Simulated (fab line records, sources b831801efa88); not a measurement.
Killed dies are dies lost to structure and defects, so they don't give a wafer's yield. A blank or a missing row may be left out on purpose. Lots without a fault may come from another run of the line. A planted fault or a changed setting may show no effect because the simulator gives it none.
fab line records | flow sky130
record lots=6 wafers=18 last_day=50
route steps=708 shown RES_XHIGH@341 SD_N@342 PAD_OPEN@708
lots that met no fault: from a run of the same line without faults
start_h: hours from the record's first day to the start of the lot's first wafer shown | wait_h: hours since the lot's step before | " the same as in the row above | L1.1+2: a row that stands for several wafers | - no value, or no start given | * or withheld: withheld | < > ~ a bound
route shown NAME@n: a module of which the file shows steps, and the number in the route of the first | usual: mean/standard deviation of fault-free wafers | same: alike in all rows | chamber/n: place in a boat | sites: the reading at each site | _std_site: their standard deviation | _edge_site: outer sites' mean less inner sites' | radius_mm: how far each site lies from the wafer's centre | mask NAME#n: copy n | behind: the tool/chamber that last shaped the wafer | hold: why the lot was held/for how many hours/how that ended | device: the transistor (n, p or np) that didn't switch | end of line: the same wafers' tests at the end of the route | a step without rows: its recipe alone | killed: dies lost to structure and defects at the first sort, not the wafer's yield | map: a wafer's dies, x killed, . not, _ none there
set.NAME: the setting as run; set.NAME@STEP: as run at that earlier step | model.NAME: the simulator's own value behind a step, which no gauge read
lots at some steps of the route; a table a step, a row a wafer
services: from which hour (start_h, from the record's first day; less than 0 if before it) a tool's chamber was out of use, for how many hours, and why
## steps
# step SKY_RES_XHIGH_TW_MEAS_09
# usual RES_XHIGH_TW=1624/9.5
# columns lot.wafer tool chamber start_h wait_h RES_XHIGH_TW
L263.2 film_metro-03 - 675.39 0.1 1614
L263.3 " - " " 1616
L263.6 " - " " 1611
L268.1 film_metro-04 - 726.74 0.1 1631
L268.2 " - " " 1627
L268.3 " - " " 1640
L272.3 film_metro-04 - 746.61 0.1 1634
L272.4 " - " " 1640
L272.6 " - " " 1628
L273.1 film_metro-02 - 747.75 0.1 1629
L273.2 " - " " 1632
L273.4 " - " " 1633
L278.3 film_metro-04 - 791.11 0.1 1628
L278.4 " - " " 1629
L278.6 " - " " 1634
L279.1 film_metro-02 - 796.71 0.1 1631
L279.4 " - " " 1627
L279.6 " - " " 1635
# step SKY_SD_N_DEHYDRATE_00
# recipe temp_c=200 time_s=60
# step SKY_SD_N_HMDS_01
# recipe prime_time_s=60 prime_temp_c=120
# step SKY_SD_N_COAT_02
# recipe resist=NOVOLAK spin_rpm=3000 resist_thk_nm=1140
# step SKY_SD_N_SOFTBAKE_03
# recipe temp_c=90 time_s=60 resist=NOVOLAK
# step SKY_SD_N_EXPOSE_04
# recipe mask_id=NSDM na=0.6 source_shape=conventional sigma_outer=0.6 polarization=unpolarized target_cd_nm=380 dose_mj=141
# step SKY_SD_N_PEB_05
# recipe temp_c=withheld time_s=* resist=NOVOLAK
# step SKY_SD_N_DEVELOP_06
# recipe resist=NOVOLAK developer=TMAH develop_time_s=60 dev_temp_c=23
# step SKY_SD_N_CD_MEAS_07
# recipe target_cd_nm=380
# usual cd_nm=380.3/2.6
# columns lot.wafer tool chamber start_h wait_h cd_nm
L263.2 cd_sem-02 - 703.48 0.1 378.6
L263.3 " - " " 378.9
L263.6 " - " " 377.8
L268.1 cd_sem-01 - 753.91 0.1 380.8
L268.2 " - " " 380.2
L268.3 " - " " 379.6
L272.3 cd_sem-02 - 773.55 0.1 381.4
L272.4 " - " " 382.0
L272.6 " - " " 380.2
L273.1 cd_sem-01 - 774.48 0.1 382.4
L273.2 " - " " 380.9
L273.4 " - " " 382.0
L278.3 cd_sem-01 - 816.45 0.1 381.6
L278.4 " - " " 379.4
L278.6 " - " " 380.2
L279.1 cd_sem-01 - 822.41 0.1 378.9
L279.4 " - " " 377.7
L279.6 " - " " 377.3
# step SKY_SD_N_OVL_MEAS_08
# usual SD_N_OVL=-0.4/1.4
# columns lot.wafer tool chamber start_h wait_h SD_N_OVL[nm]
L263.2 overlay-01 - 703.58 0.1 1.3
L263.3 " - " " 0.4
L263.6 " - " " 2.6
L268.1 overlay-02 - 754.03 0.1 -1.5
L268.2 " - " " 0.3
L268.3 " - " " -0.6
L272.3 overlay-01 - 773.64 0.1 -0.4
L272.4 " - " " -2.3
L272.6 " - " " -0.2
L273.1 overlay-01 - 774.60 0.1 0.5
L273.2 " - " " -0.8
L273.4 " - " " -3.3
L278.3 overlay-01 - 816.54 0.1 -0.6
L278.4 " - " " -2.4
L278.6 " - " " -0.6
L279.1 overlay-02 - 822.53 0.1 1.5
L279.4 " - " " 0.6
L279.6 " - " " 0.3
# step SKY_SD_N_IMPLANT_09
# recipe species=As energy_kev=50 dose_cm2=4e+15 tilt_deg=0
# step SKY_SD_N_IMPLANT_10
# recipe species=P energy_kev=20 dose_cm2=1e+14 tilt_deg=0
# step SKY_SD_N_STRIP_11
# recipe chemistry=O2/N2 power_w=1400 pressure_mtorr=1500 platen_temp_c=withheld o2_flow_sccm=3000 n2_flow_sccm=300 overash_fraction=0.5
# usual drypump_motor_current_A=5.8/0.61 oes_product_au=0.528/0.0048 strip_time_to_endpoint_s=22.55/0.039
# columns lot.wafer tool chamber start_h wait_h drypump_motor_current_A oes_product_au rf_hours_counter_h strip_time_to_endpoint_s
L263.2 plasma_asher-01 1 703.91 0.1 6.5 0.527 100 22.57
L263.3 " 1 " " 6.6 0.529 - 22.57
L263.6 " 0 " " 5.3 0.532 - 22.57
L268.1 plasma_asher-01 0 754.36 0.1 5.3 0.525 1 22.62
L268.2 " 1 " " 6.5 0.526 1 22.57
L268.3 " 1 " " 6.5 0.538 - 22.54
L272.3 plasma_asher-01 1 773.99 0.1 6.6 0.531 - 22.56
L272.4 " 0 " " 5.3 0.506 - 24.15
L272.6 " 1 " " 6.5 0.529 - 22.60
L273.1 plasma_asher-01 0 774.93 0.1 5.3 0.511 3 24.01
L273.2 " 1 " " 6.5 0.528 3 22.53
L273.4 " 0 " " 5.3 0.502 - 24.05
L278.3 plasma_asher-04 0 816.90 0.1 6.1 0.518 - 22.50
L278.4 " 1 " " 5.2 0.528 - 22.55
L278.6 " 0 " " 6.1 0.530 - 22.53
L279.1 plasma_asher-03 0 822.86 0.1 5.2 0.524 68 22.52
L279.4 " 1 " " 6.6 0.531 - 22.51
L279.6 " 0 " " 5.2 0.526 - 22.54
# step SKY_SD_N_TW_MEAS_12
# usual SD_N_TW=3951/20
# columns lot.wafer tool chamber start_h wait_h SD_N_TW
L263.2 film_metro-04 - 704.02 0.1 3954
L263.3 " - " " 3949
L263.6 " - " " 3966
L268.1 film_metro-02 - 754.46 0.1 3961
L268.2 " - " " 3946
L268.3 " - " " 3943
L272.3 film_metro-02 - 774.08 0.1 3962
L272.4 " - " " 3941
L272.6 " - " " 3951
L273.1 film_metro-02 - 775.03 0.1 3955
L273.2 " - " " 3955
L273.4 " - " " 3954
L278.3 film_metro-03 - 816.98 0.1 3918
L278.4 " - " " 3926
L278.6 " - " " 3933
L279.1 film_metro-02 - 822.96 0.1 3978
L279.4 " - " " 3986
L279.6 " - " " 3971
# step SKY_PAD_OPEN_PROBE_99
# usual killed_at_M0_to_M3=43/7.2 killed_at_M4_up=3.3/1.8 killed_at_contacts=23/5.5 killed_at_front_end=16/5.1 killed_at_other=0.4/0.65 killed_dies=85/10 killed_open=46/7.1 killed_short=38/7.2
# same gross_dies=492 killed_at_back_side=0
# columns lot.wafer tool chamber start_h wait_h killed_at_M0_to_M3 killed_at_M4_up killed_at_contacts killed_at_front_end killed_at_other killed_dies killed_open killed_short
L263.2 prober-02 - 1117.93 0.1 45 2 19 21 0 87 42 43
L263.3 prober-02 - 1117.98 0.2 45 2 16 11 0 74 45 29
L263.6 prober-02 - 1118.13 0.2 43 2 28 10 0 83 41 41
L268.1 prober-01 - 1150.37 0.1 39 3 19 24 0 85 48 37
L268.2 prober-01 - 1150.42 0.1 36 5 21 12 0 74 43 30
L268.3 prober-01 - 1150.47 0.2 46 1 23 23 0 93 55 38
L272.3 prober-01 - 1165.63 0.2 44 5 27 8 0 84 56 28
L272.4 prober-01 - 1165.68 0.2 38 5 18 7 1 69 43 25
L272.6 prober-01 - 1165.78 0.2 54 1 25 10 0 90 54 35
L278.3 prober-01 - 1191.86 0.2 34 4 31 17 0 86 38 48
L278.4 prober-01 - 1191.91 0.2 26 1 38 14 0 79 47 32
L278.6 prober-01 - 1192.01 0.2 47 3 28 17 0 95 48 47
L279.1 prober-02 - 1193.13 0.1 47 2 19 29 0 97 47 49
L279.4 prober-02 - 1193.28 0.2 42 3 25 11 0 81 44 37
L279.6 prober-02 - 1193.38 0.2 37 1 16 10 0 64 38 25
# killed by level:class
L263.2 VIA1:geometric_particle:open=12 METAL3:geometric_particle:short=8 CONTACT:geometric_particle:open=7 VIA3:geometric_particle:open=7 METAL2:geometric_particle:short=5 POLY_GATE:geometric_particle:open=4 POLY_GATE:geometric_particle:short=4 LOCAL_INTERCONNECT:geometric_particle:short=4
L263.3 VIA1:geometric_particle:open=13 VIA3:geometric_particle:open=8 POLY_GATE:geometric_particle:open=6 CONTACT:geometric_particle:open=5 VIA1:geometric_particle:short=5 VIA2:geometric_particle:open=4 METAL1:geometric_particle:short=4 VIA3:geometric_particle:short=4
L263.6 VIA1:geometric_particle:open=8 VIA3:geometric_particle:open=7 CONTACT:geometric_particle:open=7 CONTACT:geometric_particle:short=6 LOCAL_INTERCONNECT:geometric_particle:short=6 VIA2:geometric_particle:open=6 LI_CONTACT:geometric_particle:open=5 LI_CONTACT:geometric_particle:short=4
L268.1 FIELD_ISO:geometric_particle:open=10 FIELD_ISO:geometric_particle:short=9 VIA1:geometric_particle:open=6 CONTACT:geometric_particle:open=6 VIA2:geometric_particle:open=6 METAL1:geometric_particle:short=5 VIA3:geometric_particle:open=5 LI_CONTACT:geometric_particle:open=4
L268.2 CONTACT:geometric_particle:open=11 VIA1:geometric_particle:open=11 METAL1:geometric_particle:short=5 METAL3:geometric_particle:short=4 FIELD_ISO:geometric_particle:short=3 FIELD_ISO:geometric_particle:open=3 LOCAL_INTERCONNECT:geometric_particle:open=3 CONTACT:geometric_particle:short=3
L268.3 VIA2:geometric_particle:open=12 LI_CONTACT:geometric_particle:open=9 FIELD_ISO:geometric_particle:short=7 VIA1:geometric_particle:open=7 FIELD_ISO:geometric_particle:open=5 LOCAL_INTERCONNECT:geometric_particle:short=5 CONTACT:geometric_particle:open=5 METAL2:geometric_particle:short=5
L272.3 CONTACT:geometric_particle:open=13 VIA2:geometric_particle:open=10 VIA1:geometric_particle:open=9 VIA1:geometric_particle:short=7 LI_CONTACT:geometric_particle:open=4 CONTACT:geometric_particle:short=4 VIA3:geometric_particle:open=4 POLY_GATE:geometric_particle:open=3
L272.4 VIA1:geometric_particle:open=10 CONTACT:geometric_particle:open=7 VIA2:geometric_particle:open=5 VIA1:geometric_particle:short=4 METAL2:geometric_particle:open=4 VIA3:geometric_particle:open=4 POLY_GATE:geometric_particle:open=3 LI_CONTACT:geometric_particle:open=3
L272.6 VIA1:geometric_particle:open=18 CONTACT:geometric_particle:open=8 VIA3:geometric_particle:open=8 CONTACT:geometric_particle:short=6 VIA2:geometric_particle:open=6 METAL2:geometric_particle:short=6 LI_CONTACT:geometric_particle:open=5 METAL1:geometric_particle:short=4
L278.3 CONTACT:geometric_particle:open=10 LI_CONTACT:geometric_particle:short=7 VIA3:geometric_particle:open=7 CONTACT:geometric_particle:short=6 METAL2:geometric_particle:short=6 POLY_GATE:geometric_particle:short=5 VIA1:geometric_particle:open=5 POLY_GATE:geometric_particle:open=4
L278.4 CONTACT:geometric_particle:open=15 LI_CONTACT:geometric_particle:open=12 POLY_GATE:geometric_particle:short=6 LOCAL_INTERCONNECT:geometric_particle:short=5 VIA1:geometric_particle:open=4 VIA1:geometric_particle:short=4 METAL2:geometric_particle:short=4 POLY_GATE:geometric_particle:open=3
L278.6 CONTACT:geometric_particle:open=10 VIA1:geometric_particle:open=10 METAL1:geometric_particle:short=9 POLY_GATE:geometric_particle:open=7 LI_CONTACT:geometric_particle:open=7 FIELD_ISO:geometric_particle:short=4 LI_CONTACT:geometric_particle:short=4 VIA3:geometric_particle:short=4
L279.1 FIELD_ISO:geometric_particle:short=10 METAL1:geometric_particle:short=8 FIELD_ISO:geometric_particle:open=7 CONTACT:geometric_particle:open=7 VIA1:geometric_particle:open=7 VIA2:geometric_particle:open=6 LOCAL_INTERCONNECT:geometric_particle:short=5 VIA1:geometric_particle:short=5
L279.4 CONTACT:geometric_particle:open=7 LI_CONTACT:geometric_particle:open=7 VIA1:geometric_particle:open=7 VIA2:geometric_particle:open=6 VIA3:geometric_particle:open=5 LOCAL_INTERCONNECT:geometric_particle:short=5 VIA3:geometric_particle:short=5 METAL1:geometric_particle:short=5
L279.6 VIA1:geometric_particle:open=11 CONTACT:geometric_particle:open=8 METAL1:geometric_particle:short=7 VIA2:geometric_particle:short=5 VIA2:geometric_particle:open=4 POLY_GATE:geometric_particle:open=3 LOCAL_INTERCONNECT:geometric_particle:short=3 CONTACT:geometric_particle:short=3
## services
# columns tool chamber start_h hours kind
plasma_asher-01 - 697.30 2.8 pm
plasma_asher-04 - 714.39 14.6 pm
plasma_asher-01 - 733.75 9.0 pm
plasma_asher-01 0 733.75 9.0 vent_cycle
plasma_asher-01 1 733.75 9.0 vent_cycle
plasma_asher-01 0 742.75 - clean
plasma_asher-01 1 742.75 - clean
plasma_asher-01 - 772.12 1.7 repair
plasma_asher-01 - 784.90 2.1 repair
plasma_asher-04 - 793.98 1.0 repair
## key
first_sign step=SKY_SD_N_STRIP_11 reading=strip_time_to_endpoint_s direction=up sigmas=38 usual=* struck=*
effect step=SKY_SD_N_STRIP_11 reading=oes_product_au direction=down sigmas=4.4 usual=0.528 struck=0.507
met_at SKY_SD_N_STRIP_11
struck_wafers L272.4,L273.1,L273.4
tester_left_out L272,L273
onset_between 754.36 773.99
fault kind=process_parameter_drift tool=plasma_asher-01 chamber=0 onset_h=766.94 steps=SKY_SD_N_STRIP_11 channel=power_w offset=* shape=step end_h=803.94 acts_in=* stated=*
# tester_left_out: of these lots the tester's yield and bins aren't shown, on N5 and GAA mostly nor the transistor test; their killed dies are dies lost to structure and defects alone, not to doping, threshold or leakage, so they don't give the yield
